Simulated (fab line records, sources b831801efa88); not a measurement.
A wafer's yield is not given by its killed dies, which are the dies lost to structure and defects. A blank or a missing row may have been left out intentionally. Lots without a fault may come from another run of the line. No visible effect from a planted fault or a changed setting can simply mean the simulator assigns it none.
Which tool was responsible?	flow gf180mcu	12 lots with 36 wafers sampled at 5 steps, on a route of 602 steps

WHAT THE GAUGES SHOWED, per wafer
GF_M3_THK_MEAS_06: measures by xrf.
lot	measured	on	M3_ALCU_THK (nm)
L281	day 20 14:05	film metro-04	452 447 446
L283	day 21 02:55	film metro-03	438 445 440
L285	day 21 18:31	film metro-01	445 441 442
L286	day 22 05:00	film metro-03	447 446 450
L289	day 23 10:45	film metro-01	450 445 445
L291	day 24 05:03	film metro-04	440 440 443
L293	day 25 00:46	film metro-04	435 431 436
L294	day 25 01:10	film metro-04	448 454 450
L300	day 26 21:47	film metro-01	479 477 479
L301	day 27 14:18	film metro-03	472 474 470
L302	day 27 20:31	film metro-03	449 445 442
L303	day 28 04:07	film metro-04	442 445 442

GF_V3_THK_MEAS_01.
lot	measured	on	V3_CVD_00_THK (nm)
L281	day 21 14:43	film metro-01	597 594 597
L283	day 22 04:15	film metro-03	592 594 586
L285	day 22 18:59	film metro-02	595 593 592
L286	day 23 05:03	film metro-03	603 601 607
L289	day 24 10:34	film metro-02	598 599 608
L291	day 25 04:00	film metro-03	602 612 599
L293	day 25 22:56	film metro-01	602 601 610
L294	day 25 23:55	film metro-02	598 590 598
L300	day 27 18:28	film metro-03	596 599 595
L301	day 28 10:14	film metro-01	590 598 596
L302	day 28 16:50	film metro-03	599 600 603
L303	day 28 23:58	film metro-03	595 603 591

WHAT TOOL EACH LOT RAN ON (gives the tool, then ch and the chambers of the sampled wafers, and finally the start)
lot	GF_M2_METAL_ETCH_16	GF_V2_SOFTBAKE_10	GF_M3_SPUTTER_04
L281	rie metal-01 ch 0,1, day 19 09:55	litho track-02 ch 0, day 20 13:55 or earlier	pvd sputter-03, day 20 13:55
L283	rie metal-01 ch 0,1, day 19 23:30	litho track-02 ch 0, day 21 02:46 or earlier	pvd sputter-03, day 21 02:46
L285	rie metal-01 ch 0,1, day 20 15:24	litho track-01 ch 0, day 21 18:21 or earlier	pvd sputter-02, day 21 18:21
L286	rie metal-02 ch 0,1, day 21 01:45	litho track-01 ch 0, day 22 04:50 or earlier	pvd sputter-04, day 22 04:50
L289	rie metal-02 ch 0,1, day 22 08:22	litho track-02 ch 0, day 23 10:35 or earlier	pvd sputter-02, day 23 10:35
L291	rie metal-02 ch 0,1, day 23 02:37	litho track-03 ch 0, day 24 04:53 or earlier	pvd sputter-04, day 24 04:53
L293	rie metal-01 ch 0,1, day 23 20:25	litho track-01 ch 0, day 25 00:36 or earlier	pvd sputter-02, day 25 00:36
L294	rie metal-03 ch 0,1, day 23 21:48	litho track-01 ch 0, day 25 00:59 or earlier	pvd sputter-04, day 25 00:59
L300	rie metal-03 ch 0,1, day 25 21:58	litho track-02 ch 0, day 26 21:37 or earlier	pvd sputter-04, day 26 21:37
L301	rie metal-02 ch 0,1, day 26 14:33	litho track-02 ch 0, day 27 14:08 or earlier	pvd sputter-04, day 27 14:08
L302	rie metal-01 ch 0,1, day 26 21:27	litho track-01 ch 0, day 27 20:22 or earlier	pvd sputter-02, day 27 20:22
L303	rie metal-03 ch 0,1, day 27 05:45	litho track-01 ch 0, day 28 03:56 or earlier	pvd sputter-02, day 28 03:56
- GF_M2_METAL_ETCH_16: etches the open film in Cl2/BCl3, stops on SiO2, target depth 750.8 nm, time 125.1 s.
- GF_V2_SOFTBAKE_10: time 62.23 s.
- GF_M3_SPUTTER_04: material TiN, target thk 50 nm, time 41.7 s.

AS READ BY THE TOOLS THEMSELVES (means over the sampled wafers that have a number; for cases with no such wafer, the mark the record gives instead)
GF_M2_METAL_ETCH_16.
lot	tool	drypump motor current A (A)	oes product au (a.u.)	throttle valve pct (%)
L281	rie metal-01	5.4	0.988	28.243
L283	rie metal-01	5.6	0.980	28.237
L285	rie metal-01	5.6	0.985	28.233
L286	rie metal-02	5.9	0.987	28.231
L289	rie metal-02	6.1	0.981	28.235
L291	rie metal-02	6.1	0.988	28.240
L293	rie metal-01	5.6	0.981	28.235
L294	rie metal-03	5.9	0.989	28.231
L300	rie metal-03	5.9	0.988	28.228
L301	rie metal-02	6.1	0.981	28.242
L302	rie metal-01	5.4	0.988	28.238
L303	rie metal-03	6.0	0.991	28.239

GF_V2_SOFTBAKE_10.
lot	tool	plate sensor t centre C (C)	plate sensor t edge C (C)
L281	litho track-02	131.01	131.20
L283	litho track-02	131.02	131.20
L285	litho track-01	131.02	131.20
L286	litho track-01	131.01	131.22
L289	litho track-02	131.02	131.21
L291	litho track-03	131.03	131.22
L293	litho track-01	131.03	131.21
L294	litho track-01	131.01	131.20
L300	litho track-02	131.01	131.22
L301	litho track-02	131.02	131.21
L302	litho track-01	131.01	131.20
L303	litho track-01	131.02	131.20

GF_M3_SPUTTER_04.
lot	tool	chamber pressure pa (Pa)	throttle valve pct (%)
L281	pvd sputter-03	0.3993	30.1
L283	pvd sputter-03	0.4002	30.2
L285	pvd sputter-02	0.4004	30.5
L286	pvd sputter-04	0.4005	30.0
L289	pvd sputter-02	0.4008	30.3
L291	pvd sputter-04	0.4005	30.5
L293	pvd sputter-02	0.4001	30.3
L294	pvd sputter-04	0.3989	30.5
L300	pvd sputter-04	0.4000	30.9
L301	pvd sputter-04	0.4005	31.0
L302	pvd sputter-02	0.3994	30.7
L303	pvd sputter-02	0.4004	30.6

THE ANSWER, worked out from the rows above alone
Rule: usual is defined by the lots themselves. The widest of any qualifying gaps counts: lots, ordered by their means at a reading, are off when they make up no more than a third of the lots, leave a main group of 4 or more, and stand apart from it by 3 or more times the standard deviation of that group's means. The tables above print the reading to a certain number of digits; a main group whose means all agree to those digits is not used. Also off: a lot with no number at a reading for which 4 or more lots have one. Any other lot the step has rows for is counted as sound. First the gauges in route order, then the tools' own readings, where a lot's mean is used as printed above. The first step at which some lot is off is used, and at that step the reading that is off furthest; a lot without a number counts as furthest.
Off: at GF_M3_THK_MEAS_06 (M3_ALCU_THK), L300, L301. Main group: mean 444 nm, sd 4.5.
If a tool, at a process step before that reading, ran all the lots that are off and no sound lot after the first of them, it fits. Those tools and the gauges at GF_M3_THK_MEAS_06 are tried in the same way. GF_V2_SOFTBAKE_10: start missing for some lots; hours and lot order therefore follow GF_M3_SPUTTER_04. This does not decide it: 2 tools fit, namely litho track-02 at GF_V2_SOFTBAKE_10 and pvd sputter-04 at GF_M3_SPUTTER_04.

WHAT HAD BEEN PUT IN BY THE SIMULATOR
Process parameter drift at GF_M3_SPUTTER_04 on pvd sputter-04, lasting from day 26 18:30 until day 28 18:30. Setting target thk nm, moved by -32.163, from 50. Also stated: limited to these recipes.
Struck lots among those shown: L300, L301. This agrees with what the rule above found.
